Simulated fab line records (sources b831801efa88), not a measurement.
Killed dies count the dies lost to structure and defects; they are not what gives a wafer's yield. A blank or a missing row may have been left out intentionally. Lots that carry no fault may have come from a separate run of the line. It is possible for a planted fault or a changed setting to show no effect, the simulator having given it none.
Which tool is to blame? :: flow sfq line :: Sampling: 14 lots, 42 wafers, 3 of 325 route steps

== WHAT EACH GAUGE READ, for each wafer ==
SFQ_M4_RS_MEAS_924: uses a four-point probe to measure.
lot: L354
measured: day 44 11:08
on: film metro-04
M4_NB_RS (ohm/sq): 0.889 0.897 0.884

lot: L357
measured: day 45 10:23
on: film metro-02
M4_NB_RS (ohm/sq): 0.888 0.890 0.891

lot: L358
measured: day 45 15:10
on: film metro-03
M4_NB_RS (ohm/sq): 0.881 0.871 0.867

lot: L365
measured: day 49 04:31
on: film metro-03
M4_NB_RS (ohm/sq): 0.893 0.889 0.895

lot: L367
measured: day 49 20:14
on: film metro-03
M4_NB_RS (ohm/sq): 0.882 0.893 0.892

lot: L368
measured: day 50 14:20
on: film metro-03
M4_NB_RS (ohm/sq): 0.884 0.892 0.886

lot: L369
measured: day 50 15:35
on: film metro-03
M4_NB_RS (ohm/sq): 0.881 0.879 0.880

lot: L370
measured: day 51 01:04
on: film metro-04
M4_NB_RS (ohm/sq): 0.913 0.901 0.909

lot: L372
measured: day 52 04:44
on: film metro-04
M4_NB_RS (ohm/sq): 0.909 0.902 0.898

lot: L373
measured: day 52 07:05
on: film metro-03
M4_NB_RS (ohm/sq): 0.887 0.881 0.883

lot: L374
measured: day 52 08:18
on: film metro-02
M4_NB_RS (ohm/sq): 0.880 0.890 0.881

lot: L375
measured: day 52 18:58
on: film metro-04
M4_NB_RS (ohm/sq): 0.900 0.887 0.899

lot: L376
measured: day 53 07:05
on: film metro-04
M4_NB_RS (ohm/sq): 0.893 0.896 0.902

lot: L377
measured: day 53 08:50
on: film metro-03
M4_NB_RS (ohm/sq): 0.874 0.875 0.875

SFQ_JJ_OVL_MEAS_931.
lot: L354
measured: day 50 16:52
on: overlay-01
J5_OVL (nm): 10 11 3

lot: L357
measured: day 51 11:31
on: overlay-02
J5_OVL (nm): 0 5 2

lot: L358
measured: day 51 22:49
on: overlay-01
J5_OVL (nm): 4 3 11

lot: L365
measured: day 55 09:49
on: overlay-02
J5_OVL (nm): 1 2 2

lot: L367
measured: day 56 00:05
on: overlay-01
J5_OVL (nm): 2 -2 2

lot: L368
measured: day 56 16:35
on: overlay-01
J5_OVL (nm): 6 2 7

lot: L369
measured: day 56 18:59
on: overlay-01
J5_OVL (nm): -5 0 6

lot: L370
measured: day 56 22:44
on: overlay-01
J5_OVL (nm): -1 1 5

lot: L372
measured: day 58 04:17
on: overlay-02
J5_OVL (nm): 6 2 -2

lot: L373
measured: day 58 06:40
on: overlay-02
J5_OVL (nm): -2 -1 -1

lot: L374
measured: day 58 10:27
on: overlay-02
J5_OVL (nm): 7 -3 4

lot: L375
measured: day 64 01:11
on: overlay-01
J5_OVL (nm): 2 -5 -1

lot: L376
measured: day 64 14:28
on: overlay-01
J5_OVL (nm): -12 3 4

lot: L377
measured: day 64 15:40
on: overlay-01
J5_OVL (nm): 13 7 7

== WHICH TOOL RAN EACH LOT (tool, then ch and the chambers of the sampled wafers, then the start) ==
lot: L354
SFQ_TRILAYER_I4_METRO_MEASURE_101: film metro-02, day 45 00:44

lot: L357
SFQ_TRILAYER_I4_METRO_MEASURE_101: film metro-02, day 51 03:40

lot: L358
SFQ_TRILAYER_I4_METRO_MEASURE_101: film metro-02, day 51 09:28

lot: L365
SFQ_TRILAYER_I4_METRO_MEASURE_101: film metro-03, day 55 01:50

lot: L367
SFQ_TRILAYER_I4_METRO_MEASURE_101: film metro-02, day 55 16:14

lot: L368
SFQ_TRILAYER_I4_METRO_MEASURE_101: film metro-01, day 56 07:38

lot: L369
SFQ_TRILAYER_I4_METRO_MEASURE_101: film metro-01, day 56 11:02

lot: L370
SFQ_TRILAYER_I4_METRO_MEASURE_101: film metro-03, day 56 13:48

lot: L372
SFQ_TRILAYER_I4_METRO_MEASURE_101: film metro-03, day 57 20:26

lot: L373
SFQ_TRILAYER_I4_METRO_MEASURE_101: film metro-02, day 57 22:02

lot: L374
SFQ_TRILAYER_I4_METRO_MEASURE_101: film metro-01, day 58 01:02

lot: L375
SFQ_TRILAYER_I4_METRO_MEASURE_101: film metro-02, day 58 12:41

lot: L376
SFQ_TRILAYER_I4_METRO_MEASURE_101: film metro-02, day 58 22:42

lot: L377
SFQ_TRILAYER_I4_METRO_MEASURE_101: film metro-03, day 58 23:54
- SFQ_TRILAYER_I4_METRO_MEASURE_101

== AS READ BY THE TOOLS THEMSELVES (means over the sampled wafers that have a number; for cases with no such wafer, the mark the record gives instead) ==
SFQ_TRILAYER_I4_METRO_MEASURE_101.
lot: L354
tool: film metro-02
thk nm (nm): 200.3

lot: L357
tool: film metro-02
thk nm (nm): 200.0

lot: L358
tool: film metro-02
thk nm (nm): 199.4

lot: L365
tool: film metro-03
thk nm (nm): 200.2

lot: L367
tool: film metro-02
thk nm (nm): 200.6

lot: L368
tool: film metro-01
thk nm (nm): 200.2

lot: L369
tool: film metro-01
thk nm (nm): 199.9

lot: L370
tool: film metro-03
thk nm (nm): 201.1

lot: L372
tool: film metro-03
thk nm (nm): 198.7

lot: L373
tool: film metro-02
thk nm (nm): 200.5

lot: L374
tool: film metro-01
thk nm (nm): 200.7

lot: L375
tool: film metro-02
thk nm (nm): 198.5

lot: L376
tool: film metro-02
thk nm (nm): 200.5

lot: L377
tool: film metro-03
thk nm (nm): 199.5

== THE ANSWER, worked out from the rows above alone ==
Rule: what is usual is taken from the lots themselves. Put in order of their means at a reading, lots are off if they are a third of the lots or fewer, leave a main group of 4 or more, and stand apart from it by a gap of 3 or more times the standard deviation of the main group's means; of several such gaps the widest counts. A main group is skipped when, at the precision printed for the reading in the tables above, its means are all equal. Also off: a lot with no number at a reading for which 4 or more lots have one. All remaining lots with rows at the step are treated as sound. The gauges are gone through in route order, then the tools' own readings, and for those a lot's mean is taken as printed above. The first step at which some lot is off is used, and at that step the reading that is off furthest; a lot without a number counts as furthest.
No lot is off at any reading shown: from this, nothing can be told.

== WHAT THE SIMULATOR HAD INSERTED ==
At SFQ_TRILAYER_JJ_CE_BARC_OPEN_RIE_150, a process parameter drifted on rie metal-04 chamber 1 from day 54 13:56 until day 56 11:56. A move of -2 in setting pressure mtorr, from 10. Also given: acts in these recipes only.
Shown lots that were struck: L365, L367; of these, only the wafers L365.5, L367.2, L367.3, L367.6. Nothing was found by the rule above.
